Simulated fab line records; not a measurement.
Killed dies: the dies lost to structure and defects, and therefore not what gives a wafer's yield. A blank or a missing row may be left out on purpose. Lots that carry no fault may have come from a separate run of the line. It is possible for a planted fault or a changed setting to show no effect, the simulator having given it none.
fab line records | flow sky130
record lots=6 wafers=18 lastDay=50
route steps=708 shown VIA4@658 METAL5@661 PAD_OPEN@708
lots that met no fault: taken from a fault-free run of the same line
startH: hours from the record's opening day to when the first of the lot's shown wafers began | waitH: how many hours have passed since the lot's step before this one | " same as the row above | L1.1+2: several wafers, shown together as one row | - either no value or no given start | * or withheld: withheld | < > ~ a bound
route shown NAME@n: a module of which the file shows steps, and the number in the route of the first | usual: mean and standard deviation over wafers with no fault | same: alike in all rows | chamber/n: place in a boat | sites: the reading at each site | _std_site: the standard deviation of these | _edge_site: the outer-site mean with the inner-site mean subtracted | radiusMm: for every site, how far away it sits from the centre of the wafer | mask NAME#n: copy n | behind: the most recent tool/chamber to have shaped the wafer | hold: reason for holding the lot/hours on hold/outcome of the hold | device: which transistor (n, p or np) failed to switch | end of line: the tests these same wafers got at the end of their route | step lacking rows: just its recipe | killed: at the first sort, the dies lost to defects and structure; wafer yield is something else | map: a wafer's dies, x killed, . not, _ none there
set.NAME: the setting that was run; set.NAME@STEP: the one run at that earlier step | model.NAME: the simulator's own value behind a step, which no gauge read
lots at some steps of the route; a table a step, a row a wafer
services: the hour from which a tool's chamber was out of use, counted from the record's first day as startH (under 0 if before that day), plus the number of hours and why
## steps
# step SKY_VIA4_RS_MEAS_19
# recipe thkMeasGauge=four-point-probe reads=W_of_VIA4_CVD_18+TiN_of_VIA4_SPUTTER_17
# usual VIA4_W_RS=0.2258/0.0024
# columns lot.wafer tool chamber startH waitH VIA4_W_RS[ohm/sq]
L943.1 filmMetro-03 - 1015.56 0.1 0.2282
L943.3 " - " " 0.2253
L943.5 " - " " 0.2244
L946.1 filmMetro-04 - 1031.87 0.1 0.2236
L946.2 " - " " 0.2232
L946.3 " - " " 0.2213
L961.2 filmMetro-02 - 1126.35 0.1 0.2223
L961.5 " - " " 0.2251
L961.6 " - " " 0.2233
L960.2 filmMetro-04 - 1128.98 0.1 0.2279
L960.3 " - " " 0.2250
L960.6 " - " " 0.2233
L963.2 filmMetro-03 - 1131.20 0.1 0.2239
L963.4 " - " " 0.2258
L963.6 " - " " 0.2236
L965.4 filmMetro-03 - 1143.98 0.1 0.2294
L965.5 " - " " 0.2275
L965.6 " - " " 0.2289
# step SKY_VIA4_THK_MEAS_20
# recipe thkMeasGauge=xrf reads=W_of_VIA4_CVD_18
# usual VIA4_W_THK=506/6.8
# columns lot.wafer tool chamber startH waitH VIA4_W_THK[nm]
L943.1 filmMetro-03 - 1015.68 0.1 498
L943.3 " - " " 501
L943.5 " - " " 509
L946.1 filmMetro-04 - 1031.99 0.1 513
L946.2 " - " " 513
L946.3 " - " " 519
L961.2 filmMetro-02 - 1126.46 0.1 509
L961.5 " - " " 503
L961.6 " - " " 508
L960.2 filmMetro-04 - 1129.09 0.1 501
L960.3 " - " " 508
L960.6 " - " " 513
L963.2 filmMetro-03 - 1131.31 0.1 506
L963.4 " - " " 506
L963.6 " - " " 509
L965.4 filmMetro-03 - 1144.07 0.1 499
L965.5 " - " " 502
L965.6 " - " " 496
# step SKY_VIA4_CMP_21
# recipe stopOn=SiO2 tOverpolishS=25 downForcePsi=3.5 platenRpm=60 targetThkNm=0 padVelocityMS=0.94248
# usual motorCurrentA=11.0/1.3 overpolishRunS=25.000/0.0091 timeToEndpointS=124/4.8
# columns lot.wafer tool chamber startH waitH motorCurrentA overpolishRunS timeToEndpointS
L943.3 cmp-01 0 1015.79 0.1 11.1 25.000 122
L943.1 " 1 " " 10.4 24.997 119
L943.5 " 3 " " 11.2 24.992 122
L946.3 cmp-01 2 1032.05 0.0 10.7 24.996 120
L946.1 " 3 " " 10.9 25.009 120
L946.2 " 1 " " 10.1 25.012 123
L961.2 cmp-02 3 1126.56 0.1 9.3 24.993 123
L961.5 " 2 " " 12.4 24.992 122
L961.6 " 3 " " 9.7 24.990 123
L960.2 cmp-01 2 1129.14 0.0 10.7 24.985 126
L960.3 " 3 " " 10.7 24.999 129
L960.6 " 3 " " 11.5 24.988 128
L963.2 cmp-02 3 1131.82 0.5 9.4 25.004 120
L963.4 " 0 " " 13.9 24.991 132
L963.6 " 1 " " 10.7 25.007 124
L965.4 cmp-02 3 1144.36 0.3 9.7 24.994 121
L965.5 " 1 " " 10.6 25.006 123
L965.6 " 2 " " 12.2 24.998 117
# step SKY_METAL5_SPUTTER_00
# recipe material=Ti targetThkNm=15 powerW=3000 timeS=10 chamberPressurePa=0.4
# step SKY_METAL5_SPUTTER_01
# recipe material=TiN targetThkNm=20 powerW=6500 timeS=16.7 chamberPressurePa=0.4
# usual throttleValvePct=30.5/0.94
# columns lot.wafer tool chamber startH waitH throttleValvePct
L943.1 pvdSputter-03 - 1016.06 0.0 30.8
L943.3 " - " " 30.4
L943.5 " - " " 31.6
L946.1 pvdSputter-03 - 1032.37 0.0 31.6
L946.2 " - " " 31.7
L946.3 " - " " 31.0
L961.2 pvdSputter-03 - 1126.83 0.0 30.9
L961.5 " - " " 31.6
L961.6 " - " " 31.8
L960.2 pvdSputter-04 - 1129.46 0.0 31.0
L960.3 " - " " 30.9
L960.6 " - " " 30.7
L963.2 pvdSputter-04 - 1132.04 0.0 30.8
L963.4 " - " " 30.8
L963.6 " - " " 31.0
L965.4 pvdSputter-04 - 1144.58 0.0 31.2
L965.5 " - " " 30.5
L965.6 " - " " 30.8
# step SKY_METAL5_SPUTTER_02
# recipe material=AlCu targetThkNm=1150 powerW=10600 timeS=61.2 chamberPressurePa=0.4
# usual throttleValvePct=30.5/0.95
# columns lot.wafer tool chamber startH waitH throttleValvePct
L943.1 pvdSputter-03 - 1016.09 0.0 31.1
L943.3 " - " " 30.5
L943.5 " - " " 31.6
L946.1 pvdSputter-03 - 1032.40 0.0 31.8
L946.2 " - " " 31.7
L946.3 " - " " 30.8
L961.2 pvdSputter-03 - 1126.86 0.0 30.9
L961.5 " - " " 31.7
L961.6 " - " " 31.6
L960.2 pvdSputter-04 - 1129.48 0.0 31.0
L960.3 " - " " 30.3
L960.6 " - " " 31.0
L963.2 pvdSputter-04 - 1132.07 0.0 30.5
L963.4 " - " " 30.9
L963.6 " - " " 31.0
L965.4 pvdSputter-04 - 1144.61 0.0 30.8
L965.5 " - " " 30.8
L965.6 " - " " 30.8
# step SKY_METAL5_SPUTTER_03
# recipe material=Ti targetThkNm=5 powerW=3000 timeS=3.3 chamberPressurePa=0.4
# usual throttleValvePct=30.5/0.96
# columns lot.wafer tool chamber startH waitH throttleValvePct
L943.1 pvdSputter-03 - 1016.14 0.0 30.9
L943.3 " - " " 30.6
L943.5 " - " " 31.5
L946.1 pvdSputter-03 - 1032.45 0.0 31.5
L946.2 " - " " 31.7
L946.3 " - " " 30.8
L961.2 pvdSputter-03 - 1126.91 0.0 30.8
L961.5 " - " " 32.0
L961.6 " - " " 31.9
L960.2 pvdSputter-04 - 1129.54 0.0 31.1
L960.3 " - " " 30.5
L960.6 " - " " 30.8
L963.2 pvdSputter-04 - 1132.12 0.0 30.6
L963.4 " - " " 30.5
L963.6 " - " " 31.2
L965.4 pvdSputter-04 - 1144.66 0.0 30.8
L965.5 " - " " 30.7
L965.6 " - " " 30.3
# step SKY_METAL5_SPUTTER_04
# recipe material=TiN targetThkNm=70 powerW=6500 timeS=58.3 chamberPressurePa=0.4
# usual throttleValvePct=30.5/0.9
# columns lot.wafer tool chamber startH waitH throttleValvePct
L943.1 pvdSputter-03 - 1016.16 0.0 30.6
L943.3 " - " " 30.5
L943.5 " - " " 31.6
L946.1 pvdSputter-03 - 1032.47 0.0 31.6
L946.2 " - " " 31.9
L946.3 " - " " 30.9
L961.2 pvdSputter-03 - 1126.93 0.0 30.8
L961.5 " - " " 31.8
L961.6 " - " " 31.5
L960.2 pvdSputter-04 - 1129.55 0.0 31.1
L960.3 " - " " 30.7
L960.6 " - " " 30.8
L963.2 pvdSputter-04 - 1132.14 0.0 30.7
L963.4 " - " " 30.8
L963.6 " - " " 30.8
L965.4 pvdSputter-04 - 1144.68 0.0 30.7
L965.5 " - " " 30.8
L965.6 " - " " 30.5
# step SKY_METAL5_RS_MEAS_05
# recipe thkMeasGauge=four-point-probe reads=TiN_of_METAL5_SPUTTER_04+Ti_of_METAL5_SPUTTER_03+AlCu_of_METAL5_SPUTTER_02+TiN_of_METAL5_SPUTTER_01+Ti_of_METAL5_SPUTTER_00
# usual METAL5_ALCU_RS=0.0270/0.00033
# columns lot.wafer tool chamber startH waitH METAL5_ALCU_RS[ohm/sq]
L943.1 filmMetro-04 - 1016.21 0.0 0.0268
L943.3 " - " " 0.0270
L943.5 " - " " 0.0271
L946.1 filmMetro-02 - 1032.52 0.0 0.0266
L946.2 " - " " 0.0264
L946.3 " - " " 0.0265
L961.2 filmMetro-04 - 1126.99 0.0 0.0269
L961.5 " - " " 0.0268
L961.6 " - " " 0.0268
L960.2 filmMetro-04 - 1129.62 0.0 0.0265
L960.3 " - " " 0.0264
L960.6 " - " " 0.0263
L963.2 filmMetro-02 - 1132.21 0.0 0.0266
L963.4 " - " " 0.0266
L963.6 " - " " 0.0267
L965.4 filmMetro-01 - 1144.79 0.1 0.0267
L965.5 " - " " 0.0265
L965.6 " - " " 0.0266
# step SKY_METAL5_THK_MEAS_06
# recipe thkMeasGauge=xrf reads=AlCu_of_METAL5_SPUTTER_02
# usual METAL5_ALCU_THK=1155/16
# columns lot.wafer tool chamber startH waitH METAL5_ALCU_THK[nm]
L943.1 filmMetro-04 - 1016.33 0.1 1147
L943.3 " - " " 1143
L943.5 " - " " 1137
L946.1 filmMetro-02 - 1032.64 0.1 1183
L946.2 " - " " 1194
L946.3 " - " " 1187
L961.2 filmMetro-04 - 1127.10 0.1 1158
L961.5 " - " " 1165
L961.6 " - " " 1148
L960.2 filmMetro-04 - 1129.73 0.1 1180
L960.3 " - " " 1180
L960.6 " - " " 1183
L963.2 filmMetro-02 - 1132.32 0.1 1174
L963.4 " - " " 1180
L963.6 " - " " 1182
L965.4 filmMetro-01 - 1144.88 0.1 1149
L965.5 " - " " 1168
L965.6 " - " " 1156
# step SKY_METAL5_DEHYDRATE_07
# recipe tempC=200 timeS=60
# step SKY_METAL5_HMDS_08
# recipe primeTimeS=60 primeTempC=120
# step SKY_METAL5_COAT_09
# recipe resist=NOVOLAK spinRpm=3000 resistThkNm=1800
# columns lot.wafer tool chamber startH waitH model.NOVOLAK_of_METAL5_COAT_09.thkNm
L943.1 lithoTrack-04 0 1027.11 0.1 1812
L943.3 " 0 " " 1815
L943.5 " 0 " " 1811
L946.1 lithoTrack-01 0 1043.06 0.1 1801
L946.2 " 0 " " 1800
L946.3 " 0 " " 1799
L961.2 lithoTrack-04 0 1135.94 0.1 1801
L961.5 " 0 " " 2172
L961.6 " 0 " " 2176
L960.2 lithoTrack-04 0 1137.99 0.1 1797
L960.3 " 0 " " 1799
L960.6 " 0 " " 2166
L963.2 lithoTrack-01 0 1140.93 0.1 1801
L963.4 " 0 " " 1809
L963.6 " 0 " " 1804
L965.4+6 lithoTrack-01 0 1153.98 0.1 1796
L965.5 " 0 " " 1794
# step SKY_METAL5_SOFTBAKE_10
# recipe tempC=90 timeS=60 resist=NOVOLAK
# step SKY_METAL5_EXPOSE_11
# recipe maskId=MM5 na=0.6 sourceShape=conventional sigmaOuter=0.6 polarization=unpolarized targetCdNm=1600 doseMj=190
# step SKY_METAL5_PEB_12
# recipe tempC=withheld timeS=* resist=NOVOLAK
# step SKY_METAL5_DEVELOP_13
# recipe resist=NOVOLAK developer=TMAH developTimeS=60 devTempC=23
# step SKY_METAL5_DESCUM_14
# recipe chemistry=O2 sourcePowerW=150 biasPowerW=0 pressureMtorr=10 tempC=40 timeS=11
# usual drypumpMotorCurrentA=5.7/0.52 oesProductAu=1.002/0.0076
# columns lot.wafer tool chamber startH waitH drypumpMotorCurrentA oesProductAu rfHoursCounterH model.METAL5.cdNm
L943.1 rieMetal-04 0 1038.70 0.1 6.5 1.003 20 1602
L943.3 " 1 " " 6.0 1.002 - 1599
L943.5 " 0 " " 6.5 1.013 - 1598
L946.1 rieMetal-01 1 1054.20 0.1 5.7 0.992 18 1602
L946.2 " 0 " " 4.9 1.001 16 1602
L946.3 " 1 " " 5.7 0.995 - 1601
L961.2 rieMetal-04 1 1144.51 0.1 6.0 1.003 19 1601
L961.5 " 0 " " 6.4 1.001 - 1628
L961.6 " 1 " " 6.0 1.009 - 1630
L960.2 rieMetal-01 0 1148.16 0.1 4.8 1.002 23 1596
L960.3 " 1 " " 5.7 0.993 - 1594
L960.6 " 1 " " 5.7 0.996 - 1624
L963.2 rieMetal-04 1 1150.97 0.1 5.9 0.992 - 1596
L963.4 " 1 " " 6.0 0.999 - 1598
L963.6 " 1 " " 6.0 0.997 - 1597
L965.4 rieMetal-02 0 1162.42 0.1 6.3 0.995 - 1596
L965.5 " 1 " " 5.5 1.000 - 1596
L965.6 " 0 " " 6.4 1.001 - 1595
# step SKY_METAL5_METAL_ETCH_15
# recipe targetDepthA=12600 stopOn=SiO2 overEtchFrac=0.2 timeS=252 chemistry=Cl2/BCl3 resistSidewallDeg=86 pressureMtorr=10 icpW=900 biasW=48.5 Cl2_flow_sccm=60 bcl3FlowSccm=30
# usual drypumpMotorCurrentA=5.7/0.52 oesProductAu=0.894/0.0047 throttleValvePct=22.264/0.0096
# same overEtchFrac=0.2
# columns lot.wafer tool chamber startH waitH drypumpMotorCurrentA oesProductAu rfHoursCounterH throttleValvePct model.NOVOLAK_of_METAL5_COAT_09.thkNm model.METAL5.cdNm
L943.1 rieMetal-04 0 1038.74 0.0 6.5 0.899 20 22.271 1043 1608
L943.3 " 1 " " 6.0 0.898 - 22.278 1058 1601
L943.5 " 0 " " 6.5 0.894 - 22.268 1037 1601
L946.1 rieMetal-01 1 1054.24 0.0 5.7 0.891 18 22.264 1021 1599
L946.2 " 0 " " 4.9 0.891 16 22.255 1025 1598
L946.3 " 1 " " 5.7 0.892 - 22.255 1022 1597
L961.2 rieMetal-04 1 1144.55 0.0 5.9 0.888 19 22.264 1019 1597
L961.5 " 0 " " 6.4 0.904 - 22.267 1387 1636
L961.6 " 1 " " 5.9 0.898 - 22.269 1384 1627
L960.2 rieMetal-01 0 1148.19 0.0 4.9 0.890 23 22.250 1028 1590
L960.3 " 1 " " 5.7 0.893 - 22.261 1024 1587
L960.6 " 1 " " 5.7 0.895 - 22.256 1393 1625
L963.2 rieMetal-04 1 1151.11 0.1 6.0 0.901 - 22.278 1030 1588
L963.4 " 1 " " 6.0 0.898 - 22.261 1039 1593
L963.6 " 1 " " 6.0 0.894 - 22.248 1034 1592
L965.4 rieMetal-02 0 1162.52 0.1 6.4 0.899 - 22.260 1031 1588
L965.5 " 1 " " 5.5 0.894 - 22.278 1034 1589
L965.6 " 0 " " 6.3 0.899 - 22.258 1030 1587
# step SKY_METAL5_STRIP_16
# recipe chemistry=O2/N2 powerW=1400 pressureMtorr=1500 platenTempC=withheld o2FlowSccm=3000 n2FlowSccm=300 overashFraction=0.5
# usual drypumpMotorCurrentA=5.9/0.42 n2FlowSccm=299.9/0.83 oesProductAu=0.711/0.005 stripTimeToEndpointS=13.05/0.098
# same overashFraction=0.5
# columns lot.wafer tool chamber startH waitH drypumpMotorCurrentA n2FlowSccm oesProductAu rfHoursCounterH stripTimeToEndpointS
L943.1 plasmaAsher-04 0 1038.97 0.2 6.0 300.5 0.706 114 13.17
L943.3 " 0 " " 6.0 299.7 0.709 - 13.31
L943.5 " 0 " " 6.0 299.9 0.716 - 13.09
L946.1 plasmaAsher-03 0 1054.47 0.2 5.8 299.0 0.713 97 12.90
L946.2 " 1 " " 5.7 299.6 0.708 97 12.96
L946.3 " 1 " " 5.7 300.3 0.709 - 12.90
L961.2 plasmaAsher-01 0 1144.78 0.2 6.2 300.3 0.710 40 12.89
L961.5 " 0 " " 6.1 298.5 0.712 - 17.06
L961.6 " 1 " " 6.7 299.4 0.720 - 17.02
L960.2 plasmaAsher-01 0 1148.43 0.2 6.1 299.2 0.708 40 12.99
L960.3 " 1 " " 6.7 299.5 0.707 - 12.93
L960.6 " 1 " " 6.7 299.4 0.704 - 17.12
L963.2 plasmaAsher-04 1 1151.50 0.3 5.3 299.5 0.717 7 13.00
L963.4 " 0 " " 6.0 301.4 0.716 - 13.12
L963.6 " 1 " " 5.3 299.6 0.706 - 13.06
L965.4 plasmaAsher-04 0 1162.71 0.1 6.0 298.7 0.714 - 13.03
L965.5 " 0 " " 6.0 300.6 0.706 - 13.04
L965.6 " 1 " " 5.3 300.4 0.703 - 13.02
# step SKY_METAL5_STRIP_17
# recipe chemistry=postEtchResidueRemover timeS=1200 tempC=72.5
# step SKY_PAD_OPEN_PROBE_99
# usual defectLimitedYield=82.5/1.9 killed_at_M0_to_M3=43/6.8 killed_at_M4_up=3.2/1.7 killedAtContacts=24/5.7 killedAtFrontEnd=16/4.3 killedAtOther=0.3/0.56 killedDies=86/9.5 killedOpen=47/6.9 killedShort=39/5.8 sort_bin_3_pad_short=0.9/0.39 sort_bin_5_function=10.3/1.5 sort_bin_6_memory=6.3/1.1 sortNPass=406/9.5 sortYieldPct=82.5/1.9
# same grossDies=492 killedAtBackSide=0 sort_bin_4_leakage[%]=0 sort_bin_8_speed[%]=0
# columns lot.wafer tool chamber startH waitH defectLimitedYield[%] killed_at_M0_to_M3 killed_at_M4_up killedAtContacts killedAtFrontEnd killedAtOther killedDies killedOpen killedShort sort_bin_3_pad_short[%] sort_bin_5_function[%] sort_bin_6_memory[%] sortNPass sortYieldPct[%] model.etest.met5.widthNm
L943.1 prober-01 - 1086.32 0.1 81.9 48 2 21 17 1 89 55 34 0.8 9.8 7.5 403 81.9 1607
L943.3 prober-01 - 1086.42 0.2 86.4 36 1 23 7 0 67 41 26 0.8 8.1 4.7 425 86.4 1600
L943.5 prober-01 - 1086.52 0.2 83.1 36 5 29 13 0 83 48 35 1.2 9.1 6.5 409 83.1 1600
L946.1 prober-01 - 1099.98 0.1 84.6 41 2 22 11 0 76 37 39 1.0 9.6 4.9 416 84.6 1600
L946.2 prober-01 - 1100.03 0.1 81.9 43 5 27 14 0 89 51 38 1.4 11.4 5.3 403 81.9 1597
L946.3 prober-01 - 1100.08 0.2 82.1 43 2 25 16 2 88 50 37 0.6 11.4 5.9 404 82.1 1599
L961.2 prober-02 - 1182.67 0.1 80.3 46 3 40 8 0 97 47 49 1.0 10.6 8.1 395 80.3 1598
L961.5 prober-02 - 1182.82 0.2 83.5 28 2 31 20 0 81 50 30 0.8 9.8 5.9 411 83.5 1641
L961.6 prober-02 - 1182.87 0.2 80.9 45 3 34 12 0 94 52 42 1.8 11.6 5.7 398 80.9 1625
L960.2 prober-02 - 1185.32 0.1 79.9 40 3 32 23 1 99 56 42 0.6 11.8 7.7 393 79.9 1586
L960.3 prober-02 - 1185.37 0.2 81.3 45 3 25 19 0 92 49 43 1.0 10.0 7.7 400 81.3 1589
L960.6 prober-02 - 1185.52 0.2 80.1 47 5 27 19 0 98 54 44 1.4 13.6 4.9 394 80.1 1626
L963.2 prober-02 - 1188.57 0.1 81.9 46 5 19 19 0 89 57 32 1.0 9.8 7.3 403 81.9 1587
L963.4 prober-02 - 1188.67 0.2 85.0 41 1 16 16 0 74 36 38 0.8 7.7 6.5 418 85.0 1598
L963.6 prober-02 - 1188.77 0.2 80.9 54 3 18 19 0 94 46 48 0.6 10.2 8.3 398 80.9 1591
L965.4 prober-01 - 1198.74 0.2 82.3 39 2 35 11 0 87 52 35 1.0 8.9 7.7 405 82.3 1585
L965.5 prober-01 - 1198.79 0.2 81.7 42 2 31 15 0 90 54 34 0.8 11.2 6.3 402 81.7 1590
L965.6 prober-01 - 1198.84 0.2 83.7 33 5 27 15 0 80 45 32 1.2 10.2 4.9 412 83.7 1588
# killed by level:class
L943.1 VIA1:geometricParticle:open=12 CONTACT:geometricParticle:open=11 VIA1:geometricParticle:short=10 VIA3:geometricParticle:open=7 FIELD_ISO:geometricParticle:open=6 VIA2:geometricParticle:open=6 LI_CONTACT:geometricParticle:open=4 METAL1:geometricParticle:short=4
L943.3 CONTACT:geometricParticle:open=8 LI_CONTACT:geometricParticle:open=8 VIA2:geometricParticle:open=7 METAL1:geometricParticle:short=5 VIA1:geometricParticle:open=5 METAL1:geometricParticle:open=4 FIELD_ISO:geometricParticle:short=3 METAL2:geometricParticle:open=3
L943.5 VIA1:geometricParticle:open=11 CONTACT:geometricParticle:open=9 LI_CONTACT:geometricParticle:open=8 VIA1:geometricParticle:short=8 VIA2:geometricParticle:open=7 CONTACT:geometricParticle:short=5 POLY_GATE:geometricParticle:short=4 METAL2:geometricParticle:short=4
L946.1 VIA3:geometricParticle:open=11 VIA3:geometricParticle:short=9 VIA1:geometricParticle:open=8 CONTACT:geometricParticle:short=6 LOCAL_INTERCONNECT:geometricParticle:short=5 CONTACT:geometricParticle:open=5 METAL2:geometricParticle:short=5 POLY_GATE:geometricParticle:open=4
L946.2 VIA3:geometricParticle:open=9 CONTACT:geometricParticle:open=8 VIA2:geometricParticle:open=8 LI_CONTACT:geometricParticle:open=7 LOCAL_INTERCONNECT:geometricParticle:short=7 VIA3:geometricParticle:short=7 VIA1:geometricParticle:open=6 POLY_GATE:geometricParticle:short=5
L946.3 CONTACT:geometricParticle:open=8 LI_CONTACT:geometricParticle:open=7 VIA3:geometricParticle:open=7 FIELD_ISO:geometricParticle:open=6 POLY_GATE:geometricParticle:short=5 VIA1:geometricParticle:open=5 VIA2:geometricParticle:open=5 VIA3:geometricParticle:short=5
L961.2 LI_CONTACT:geometricParticle:open=10 LOCAL_INTERCONNECT:geometricParticle:short=10 CONTACT:geometricParticle:open=7 VIA1:geometricParticle:open=7 VIA1:geometricParticle:short=7 VIA3:geometricParticle:open=7 CONTACT:geometricParticle:short=6 METAL1:geometricParticle:short=6
L961.5 CONTACT:geometricParticle:open=11 LI_CONTACT:geometricParticle:open=10 VIA2:geometricParticle:open=8 VIA1:geometricParticle:open=6 FIELD_ISO:geometricParticle:short=4 FIELD_ISO:geometricParticle:open=4 VIA3:geometricParticle:open=4 POLY_GATE:geometricParticle:open=3
L961.6 CONTACT:geometricParticle:open=10 VIA3:geometricParticle:open=10 LI_CONTACT:geometricParticle:open=9 VIA1:geometricParticle:open=6 METAL2:geometricParticle:short=6 VIA2:geometricParticle:open=6 LOCAL_INTERCONNECT:geometricParticle:short=5 CONTACT:geometricParticle:short=5
L960.2 CONTACT:geometricParticle:open=15 LI_CONTACT:geometricParticle:open=10 VIA1:geometricParticle:open=9 FIELD_ISO:geometricParticle:short=8 METAL1:geometricParticle:short=6 POLY_GATE:geometricParticle:open=5 FIELD_ISO:geometricParticle:open=4 VIA1:geometricParticle:short=4
L960.3 LI_CONTACT:geometricParticle:open=8 CONTACT:geometricParticle:open=8 VIA3:geometricParticle:open=8 POLY_GATE:geometricParticle:short=6 METAL2:geometricParticle:short=6 VIA1:geometricParticle:open=6 FIELD_ISO:geometricParticle:open=5 METAL1:geometricParticle:short=5
L960.6 VIA3:geometricParticle:open=14 CONTACT:geometricParticle:open=12 VIA2:geometricParticle:short=7 FIELD_ISO:geometricParticle:open=6 POLY_GATE:geometricParticle:short=6 LI_CONTACT:geometricParticle:open=5 LOCAL_INTERCONNECT:geometricParticle:short=5 METAL1:geometricParticle:short=5
L963.2 VIA1:geometricParticle:open=16 LI_CONTACT:geometricParticle:open=8 VIA3:geometricParticle:open=8 METAL2:geometricParticle:short=7 FIELD_ISO:geometricParticle:open=5 POLY_GATE:geometricParticle:open=5 CONTACT:geometricParticle:short=5 POLY_GATE:geometricParticle:short=4
L963.4 VIA1:geometricParticle:open=10 VIA3:geometricParticle:open=7 FIELD_ISO:geometricParticle:short=6 METAL1:geometricParticle:short=6 FIELD_ISO:geometricParticle:open=4 CONTACT:geometricParticle:open=4 LI_CONTACT:geometricParticle:short=3 LI_CONTACT:geometricParticle:open=3
L963.6 METAL2:geometricParticle:short=12 VIA1:geometricParticle:open=11 LI_CONTACT:geometricParticle:open=9 FIELD_ISO:geometricParticle:short=5 FIELD_ISO:geometricParticle:open=5 VIA2:geometricParticle:short=5 METAL3:geometricParticle:short=5 VIA3:geometricParticle:open=5
L965.4 CONTACT:geometricParticle:open=14 CONTACT:geometricParticle:short=9 LI_CONTACT:geometricParticle:open=8 VIA3:geometricParticle:open=6 VIA1:geometricParticle:open=6 VIA2:geometricParticle:open=6 POLY_GATE:geometricParticle:open=4 METAL2:geometricParticle:short=4
L965.5 CONTACT:geometricParticle:open=11 VIA1:geometricParticle:open=10 VIA3:geometricParticle:open=9 LI_CONTACT:geometricParticle:open=7 CONTACT:geometricParticle:short=6 METAL2:geometricParticle:short=5 FIELD_ISO:geometricParticle:short=4 LOCAL_INTERCONNECT:geometricParticle:short=4
L965.6 CONTACT:geometricParticle:open=8 POLY_GATE:geometricParticle:open=7 VIA3:geometricParticle:open=6 CONTACT:geometricParticle:short=6 VIA2:geometricParticle:open=6 LI_CONTACT:geometricParticle:open=6 VIA1:geometricParticle:open=5 POLY_GATE:geometricParticle:short=4
## services
# columns tool chamber startH hours kind
pvdSputter-03 1 1016.21 - consumableReplace:kit
pvdSputter-03 1 1016.21 18.0 scheduledDown
pvdSputter-03 1 1016.21 18.0 ventCycle
cmp-02 - 1028.40 4.0 pm
cmp-01 - 1042.68 2.2 pm
pvdSputter-04 1 1045.41 - consumableReplace:kit
pvdSputter-04 1 1045.41 18.0 scheduledDown
pvdSputter-04 1 1045.41 18.0 ventCycle
pvdSputter-04 - 1053.14 3.7 repair
plasmaAsher-04 - 1055.31 9.0 pm
cmp-02 - 1066.73 4.9 pm
cmp-01 - 1068.05 1.6 repair
cmp-02 - 1084.47 4.0 pm
cmp-02 - 1100.20 1.5 repair
plasmaAsher-04 - 1100.85 17.1 repair
cmp-02 - 1101.55 3.4 repair
plasmaAsher-03 - 1103.78 1.5 repair
rieMetal-04 - 1108.81 1.4 pm
plasmaAsher-04 - 1121.26 2.8 pm
rieMetal-02 0 1124.41 9.4 repair
pvdSputter-03 - 1127.05 0.6 repair
cmp-01 - 1130.51 14.8 pm
pvdSputter-03 - 1142.84 1.0 repair
plasmaAsher-03 - 1152.49 1.3 repair
## key
firstSign step=SKY_METAL5_STRIP_16 reading=stripTimeToEndpointS direction=up sigmas=41 usual=* struck=*
effect none on later readings
modelEffect step=SKY_METAL5_COAT_09 value=NOVOLAK_of_METAL5_COAT_09.thkNm without=1804 struck=2171
modelEffect step=SKY_METAL5_DESCUM_14 value=METAL5.cdNm without=1599 struck=1627
modelEffect step=SKY_METAL5_METAL_ETCH_15 value=NOVOLAK_of_METAL5_COAT_09.thkNm without=1020 struck=1388
modelEffect step=SKY_PAD_OPEN_PROBE_99 value=etest.met5.widthNm without=1602 struck=1630
metAt SKY_METAL5_COAT_09
struckWafers L960.6,L961.5,L961.6
onsetBetween 1027.11 1135.94
fault kind=processParameterDrift tool=lithoTrack-04 chamber=- onsetH=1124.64 steps=SKY_METAL5_COAT_09 channel=resistThkNm offset=366.83 shape=step endH=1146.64 scope=struckWafersOnly actsIn=theseRecipesOnly stated=1800
